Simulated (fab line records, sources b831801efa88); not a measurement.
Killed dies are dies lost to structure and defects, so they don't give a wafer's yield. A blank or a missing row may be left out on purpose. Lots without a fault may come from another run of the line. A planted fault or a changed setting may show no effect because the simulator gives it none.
fab line records | flow sky130
record lots=11 wafers=33 last_day=50
route steps=708 shown POLY_GATE@227 SD_P@329 LI_CONTACT@364 LOCAL_INTERCONNECT@388
lots that met no fault: from a run of the same line without faults
start_h: hours from the record's first day to the start of the lot's first wafer shown | wait_h: hours since the lot's step before | " the same as in the row above | L1.1+2: a row that stands for several wafers | - no value, or no start given | * or withheld: withheld | < > ~ a bound
route shown NAME@n: a module of which the file shows steps, and the number in the route of the first | usual: mean/standard deviation of fault-free wafers | same: alike in all rows | chamber/n: place in a boat | sites: the reading at each site | _std_site: their standard deviation | _edge_site: outer sites' mean less inner sites' | radius_mm: how far each site lies from the wafer's centre | mask NAME#n: copy n | behind: the tool/chamber that last shaped the wafer | hold: why the lot was held/for how many hours/how that ended | device: the transistor (n, p or np) that didn't switch | end of line: the same wafers' tests at the end of the route | a step without rows: its recipe alone | killed: dies lost to structure and defects at the first sort, not the wafer's yield | map: a wafer's dies, x killed, . not, _ none there
set.NAME: the setting as run; set.NAME@STEP: as run at that earlier step | model.NAME: the simulator's own value behind a step, which no gauge read
steps of the route over a sample of lots; a table a step, a row a wafer
services: from which hour (start_h, from the record's first day; less than 0 if before it) a tool's chamber was out of use, for how many hours, and why
## steps
# step SKY_POLY_GATE_CD_MEAS_13
# recipe target_cd_nm=150
# usual cd_nm=150.2/1.5
# columns lot.wafer tool chamber start_h wait_h cd_nm
L130.2 cd_sem-01 - 359.77 - 148.4
L130.3 " - " " 148.4
L130.4 " - " " 148.2
L134.2 cd_sem-01 - 397.17 - 151.3
L134.3 " - " " 150.8
L134.6 " - " " 152.8
L138.2 cd_sem-02 - 432.42 - 149.5
L138.4 " - " " 148.4
L138.6 " - " " 148.5
L139.3 cd_sem-01 - 445.63 - 148.1
L139.4 " - " " 148.8
L139.5 " - " " 148.7
L143.1 cd_sem-02 - 485.75 - 149.9
L143.3 " - " " 149.0
L143.4 " - " " 149.7
L144.1 cd_sem-01 - 495.70 - 153.1
L144.3 " - " " 153.0
L144.5 " - " " 153.3
L146.1 cd_sem-02 - 517.35 - 153.3
L146.2 " - " " 152.2
L146.6 " - " " 153.0
L150.1 cd_sem-01 - 551.75 - 150.1
L150.5 " - " " 149.7
L150.6 " - " " 151.8
L151.3 cd_sem-02 - 556.53 - 149.6
L151.4 " - " " 149.4
L151.6 " - " " 147.8
L152.3 cd_sem-01 - 565.18 - 148.7
L152.4 " - " " 148.6
L152.6 " - " " 148.0
L153.2 cd_sem-02 - 572.22 - 150.8
L153.3 " - " " 148.5
L153.5 " - " " 149.9
# step SKY_SD_P_IMPLANT_09
# recipe species=BF2 energy_kev=20 dose_cm2=3e+15 tilt_deg=0
# usual beam_on_s=13.1/1.7 dose_ions_cm2=3e+15/3.4e+12 end_station_pressure_torr=1.48e-05/1.7e-06
# same implant_ion_amu=49
# columns lot.wafer tool chamber start_h wait_h beam_on_s dose_ions_cm2 end_station_pressure_torr
L130.2 implanter-02 0 591.92 0.0 10.8 2.999e+15 1.61e-05
L130.3 " 0 " " 11.3 2.999e+15 1.62e-05
L130.4 " 0 " " 11.4 2.997e+15 1.68e-05
L134.2 implanter-04 0 616.82 0.0 14.5 3.003e+15 1.22e-05
L134.3 " 0 " " 15.1 3.005e+15 1.26e-05
L134.6 " 0 " " 14.9 3.002e+15 1.27e-05
L138.2 implanter-02 0 653.03 0.0 10.1 2.428e+15 1.54e-05
L138.4 " 0 " " 10.2 2.426e+15 1.55e-05
L138.6 " 0 " " 9.6 2.429e+15 1.61e-05
L139.3 implanter-02 0 661.61 0.1 10.0 2.422e+15 1.6e-05
L139.4 " 0 " " 9.9 2.43e+15 1.56e-05
L139.5 " 0 " " 10.2 2.426e+15 1.51e-05
L143.1 implanter-01 0 698.15 0.0 13.6 3.004e+15 1.52e-05
L143.3 " 0 " " 14.4 2.996e+15 1.47e-05
L143.4 " 0 " " 14.0 2.999e+15 1.43e-05
L144.1 implanter-04 0 703.41 0.0 14.2 3.002e+15 1.36e-05
L144.3 " 0 " " 15.0 3e+15 1.37e-05
L144.5 " 0 " " 14.9 3.002e+15 1.35e-05
L146.1 implanter-01 0 721.11 0.1 14.1 3.007e+15 1.24e-05
L146.2 " 0 " " 14.3 3.002e+15 1.33e-05
L146.6 " 0 " " 13.6 2.999e+15 1.29e-05
L150.1 implanter-02 0 751.55 0.0 10.8 3.005e+15 1.69e-05
L150.5 " 0 " " 11.2 2.999e+15 1.55e-05
L150.6 " 0 " " 11.2 3.005e+15 1.59e-05
L151.3 implanter-02 0 754.48 0.1 11.1 2.996e+15 1.6e-05
L151.4 " 0 " " 10.9 3.006e+15 1.63e-05
L151.6 " 0 " " 11.2 3.001e+15 1.5e-05
L152.3 implanter-04 0 762.50 0.1 14.7 2.998e+15 1.45e-05
L152.4 " 0 " " 14.9 2.996e+15 1.34e-05
L152.6 " 0 " " 15.4 3.001e+15 1.42e-05
L153.2 implanter-02 0 775.37 0.0 11.3 2.998e+15 1.53e-05
L153.3 " 0 " " 11.1 2.996e+15 1.7e-05
L153.5 " 0 " " 11.1 2.994e+15 1.55e-05
# step SKY_SD_P_STRIP_10
# recipe chemistry=O2/N2 power_w=1400 pressure_mtorr=1500 platen_temp_c=withheld o2_flow_sccm=3000 n2_flow_sccm=300 overash_fraction=0.5
# usual drypump_motor_current_A=5.5/0.45 oes_product_au=0.617/0.0044 strip_time_to_endpoint_s=17.52/0.042
# columns lot.wafer tool chamber start_h wait_h drypump_motor_current_A oes_product_au rf_hours_counter_h strip_time_to_endpoint_s
L130.2 plasma_asher-01 1 592.05 0.1 6.2 0.620 91 17.46
L130.3 " 0 " " 4.8 0.616 - 17.51
L130.4 " 1 " " 6.2 0.621 - 17.50
L134.2 plasma_asher-01 1 616.95 0.1 6.2 0.613 93 17.55
L134.3 " 1 " " 6.2 0.607 - 17.55
L134.6 " 0 " " 4.8 0.616 - 17.53
L138.2 plasma_asher-01 1 653.16 0.1 6.2 0.623 96 17.12
L138.4 " 1 " " 6.2 0.630 - 17.16
L138.6 " 1 " " 6.2 0.634 - 17.10
L139.3 plasma_asher-03 0 661.74 0.1 5.4 0.628 - 17.09
L139.4 " 1 " " 5.8 0.626 - 17.04
L139.5 " 1 " " 5.8 0.618 - 17.08
L143.1 plasma_asher-03 1 698.30 0.1 5.8 0.623 85 17.60
L143.3 " 0 " " 5.4 0.612 - 17.58
L143.4 " 1 " " 5.8 0.619 - 17.52
L144.1 plasma_asher-03 0 703.56 0.1 5.4 0.622 86 17.50
L144.3 " 0 " " 5.4 0.616 - 17.50
L144.5 " 1 " " 5.7 0.615 - 17.52
L146.1 plasma_asher-03 1 721.26 0.1 5.7 0.620 87 17.57
L146.2 " 0 " " 5.4 0.615 87 17.57
L146.6 " 1 " " 5.7 0.623 - 17.56
L150.1 plasma_asher-03 1 751.70 0.1 5.7 0.620 89 17.54
L150.5 " 0 " " 5.4 0.609 - 17.51
L150.6 " 1 " " 5.7 0.613 - 17.54
L151.3 plasma_asher-01 1 754.61 0.1 6.2 0.621 - 17.46
L151.4 " 0 " " 4.8 0.623 - 17.47
L151.6 " 0 " " 4.8 0.618 - 17.47
L152.3 plasma_asher-03 0 762.63 0.1 5.3 0.614 - 17.45
L152.4 " 1 " " 5.7 0.618 - 17.46
L152.6 " 1 " " 5.7 0.626 - 17.50
L153.2 plasma_asher-02 0 775.50 0.1 5.3 0.613 66 17.47
L153.3 " 1 " " 5.3 0.626 - 17.54
L153.5 " 0 " " 5.3 0.618 - 17.47
# step SKY_SD_P_TW_MEAS_11
# usual SD_P_TW=2855/26
# columns lot.wafer tool chamber start_h wait_h SD_P_TW
L130.2 film_metro-02 - 592.16 0.1 2850
L130.3 " - " " 2847
L130.4 " - " " 2862
L134.2 film_metro-02 - 617.06 0.1 2855
L134.3 " - " " 2844
L134.6 " - " " 2840
L138.2 film_metro-02 - 653.27 0.1 2708
L138.4 " - " " 2737
L138.6 " - " " 2714
L139.3 film_metro-03 - 661.83 0.1 2766
L139.4 " - " " 2776
L139.5 " - " " 2764
L143.1 film_metro-03 - 698.40 0.1 2881
L143.3 " - " " 2889
L143.4 " - " " 2889
L144.1 film_metro-04 - 703.66 0.1 2864
L144.3 " - " " 2861
L144.5 " - " " 2856
L146.1 film_metro-04 - 721.36 0.1 2834
L146.2 " - " " 2815
L146.6 " - " " 2816
L150.1 film_metro-04 - 751.80 0.1 2826
L150.5 " - " " 2828
L150.6 " - " " 2817
L151.3 film_metro-03 - 754.70 0.1 2863
L151.4 " - " " 2882
L151.6 " - " " 2864
L152.3 film_metro-02 - 762.72 0.1 2829
L152.4 " - " " 2821
L152.6 " - " " 2834
L153.2 film_metro-02 - 775.61 0.1 2827
L153.3 " - " " 2815
L153.5 " - " " 2827
# step SKY_SD_N_RS_MEAS_17
# recipe thk_meas_gauge=four-point-probe
# usual SD_P_RS=147.0/0.47
# columns lot.wafer tool chamber start_h wait_h SD_P_RS[ohm/sq]
L130.2 film_metro-04 - 649.83 0.1 146.8
L130.3 " - " " 147.1
L130.4 " - " " 146.8
L134.2 film_metro-02 - 672.43 0.1 146.5
L134.3 " - " " 147.0
L134.6 " - " " 146.5
L138.2 film_metro-04 - 707.95 0.1 150.9
L138.4 " - " " 150.4
L138.6 " - " " 151.0
L139.3 film_metro-04 - 715.10 0.1 150.6
L139.4 " - " " 150.4
L139.5 " - " " 150.1
L143.1 film_metro-03 - 752.16 0.1 147.2
L143.3 " - " " 146.9
L143.4 " - " " 147.2
L144.1 film_metro-03 - 757.13 0.1 146.9
L144.3 " - " " 146.9
L144.5 " - " " 147.0
L146.1 film_metro-02 - 774.91 0.1 146.4
L146.2 " - " " 146.9
L146.6 " - " " 146.3
L150.1 film_metro-02 - 806.11 0.1 146.6
L150.5 " - " " 146.1
L150.6 " - " " 146.0
L151.3 film_metro-02 - 807.50 0.1 146.5
L151.4 " - " " 146.5
L151.6 " - " " 146.8
L152.3 film_metro-04 - 817.60 0.1 147.0
L152.4 " - " " 147.4
L152.6 " - " " 147.0
L153.2 film_metro-04 - 829.24 0.1 147.4
L153.3 " - " " 147.2
L153.5 " - " " 147.9
# step SKY_LI_CONTACT_CMP_02
# recipe material=PSG down_force_psi=4 platen_rpm=60 pad_velocity_m_s=0.94248
# usual motor_current_A=12.2/0.99 time_to_endpoint_s=32/3.1
# columns lot.wafer tool chamber start_h wait_h motor_current_A time_to_endpoint_s
L130.4 cmp-02 0 650.33 0.1 11.2 32
L130.2 " 1 " " 13.6 31
L130.3 " 2 " " 11.8 26
L134.3 cmp-01 3 672.83 0.0 12.3 33
L134.2 " 2 " " 13.4 35
L134.6 " 0 " " 10.0 37
L138.4 cmp-02 3 708.40 0.1 13.0 28
L138.2 " 1 " " 13.3 33
L138.6 " 2 " " 11.3 29
L139.4 cmp-02 0 715.53 0.1 11.2 34
L139.3 " 1 " " 12.8 32
L139.5 " 3 " " 12.5 27
L143.1 cmp-01 3 752.58 0.1 12.0 33
L143.3 " 1 " " 12.7 28
L143.4 " 2 " " 13.4 37
L144.3 cmp-02 1 757.62 0.1 13.1 37
L144.1 " 3 " " 13.9 31
L144.5 " 0 " " 10.8 38
L146.1 cmp-02 0 775.33 0.1 11.8 34
L146.2 " 3 " " 12.0 31
L146.6 " 1 " " 13.1 30
L150.1 cmp-02 2 806.88 0.3 11.9 34
L150.5 " 2 " " 12.0 34
L150.6 " 3 " " 12.6 34
L151.3 cmp-02 0 807.90 0.0 10.9 35
L151.4 " 3 " " 12.3 33
L151.6 " 1 " " 13.2 33
L152.4 cmp-02 2 817.98 0.0 11.7 29
L152.3 " 3 " " 13.2 31
L152.6 " 2 " " 11.8 29
L153.2 cmp-01 2 829.91 0.3 13.0 36
L153.3 " 3 " " 12.5 31
L153.5 " 1 " " 13.8 29
# step SKY_LOCAL_INTERCONNECT_RS_MEAS_01
# recipe thk_meas_gauge=four-point-probe reads=TiN_of_LOCAL_INTERCONNECT_SPUTTER_00
# usual LOCAL_INTERCONNECT_TIN_RS=14.01/0.19
# columns lot.wafer tool chamber start_h wait_h LOCAL_INTERCONNECT_TIN_RS[ohm/sq]
L130.2 film_metro-01 - 679.11 0.1 14.21
L130.3 " - " " 14.01
L130.4 " - " " 13.88
L134.2 film_metro-03 - 700.91 0.1 14.02
L134.3 " - " " 13.94
L134.6 " - " " 14.08
L138.2 film_metro-04 - 736.57 0.1 13.81
L138.4 " - " " 13.97
L138.6 " - " " 13.78
L139.3 film_metro-03 - 744.21 0.1 13.77
L139.4 " - " " 13.88
L139.5 " - " " 13.83
L143.1 film_metro-03 - 780.90 0.0 13.96
L143.3 " - " " 14.34
L143.4 " - " " 13.63
L144.1 film_metro-04 - 786.02 0.0 13.81
L144.3 " - " " 13.72
L144.5 " - " " 13.93
L146.1 film_metro-03 - 803.63 0.0 14.03
L146.2 " - " " 14.01
L146.6 " - " " 13.75
L150.1 film_metro-03 - 835.65 0.0 14.21
L150.5 " - " " 14.24
L150.6 " - " " 14.08
L151.3 film_metro-03 - 836.70 0.2 13.89
L151.4 " - " " 13.85
L151.6 " - " " 14.09
L152.3 film_metro-04 - 846.39 0.1 14.38
L152.4 " - " " 14.26
L152.6 " - " " 14.31
L153.2 film_metro-01 - 858.42 0.1 13.57
L153.3 " - " " 13.97
L153.5 " - " " 14.09
## services
# columns tool chamber start_h hours kind
cmp-01 - 573.19 4.0 pm
implanter-04 - 575.97 1.9 repair
implanter-04 - 593.32 3.0 repair
plasma_asher-01 - 598.70 3.7 repair
cmp-02 - 616.55 0.4 repair
cmp-02 - 623.48 6.0 pm
plasma_asher-01 - 638.17 2.9 repair
implanter-04 - 653.44 3.2 repair
cmp-02 - 671.51 4.1 repair
implanter-04 - 675.37 7.0 pm
plasma_asher-03 - 685.57 7.5 repair
implanter-04 - 706.73 15.4 repair
plasma_asher-03 - 733.12 14.6 pm
plasma_asher-01 - 733.75 9.0 pm
cmp-01 - 734.28 5.3 pm
implanter-04 - 739.27 2.4 repair
cmp-02 - 744.15 4.0 pm
implanter-02 - 755.70 2.3 repair
cmp-01 - 760.69 12.0 repair
cmp-01 - 761.54 5.8 repair
cmp-01 - 767.95 1.6 repair
cmp-01 - 779.22 39.5 repair
implanter-04 - 787.57 5.0 repair
cmp-02 - 825.40 4.7 pm
## key
first_sign step=SKY_SD_P_IMPLANT_09 reading=dose_ions_cm2 direction=down sigmas=99+ usual=* struck=*
effect step=SKY_SD_P_STRIP_10 reading=strip_time_to_endpoint_s direction=down sigmas=10 usual=* struck=*
effect step=SKY_SD_P_TW_MEAS_11 reading=SD_P_TW direction=down sigmas=4.3 usual=2855 struck=2744
effect step=SKY_SD_N_RS_MEAS_17 reading=SD_P_RS direction=up sigmas=7.7 usual=147.0 struck=150.6
met_at SKY_SD_P_IMPLANT_09
struck_lots L138,L139
tester_left_out L138,L139
not_acting_at SKY_POLY_GATE_CD_MEAS_13,SKY_LI_CONTACT_CMP_02,SKY_LOCAL_INTERCONNECT_RS_MEAS_01
onset_between 591.92 653.03
fault kind=process_parameter_drift tool=implanter-02 chamber=- onset_h=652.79 steps=SKY_SD_P_IMPLANT_09 channel=dose_cm2 offset=* shape=step end_h=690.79 acts_in=* stated=*
# tester_left_out: of these lots the tester's yield and bins aren't shown, on N5 and GAA mostly nor the transistor test; their killed dies are dies lost to structure and defects alone, not to doping, threshold or leakage, so they don't give the yield
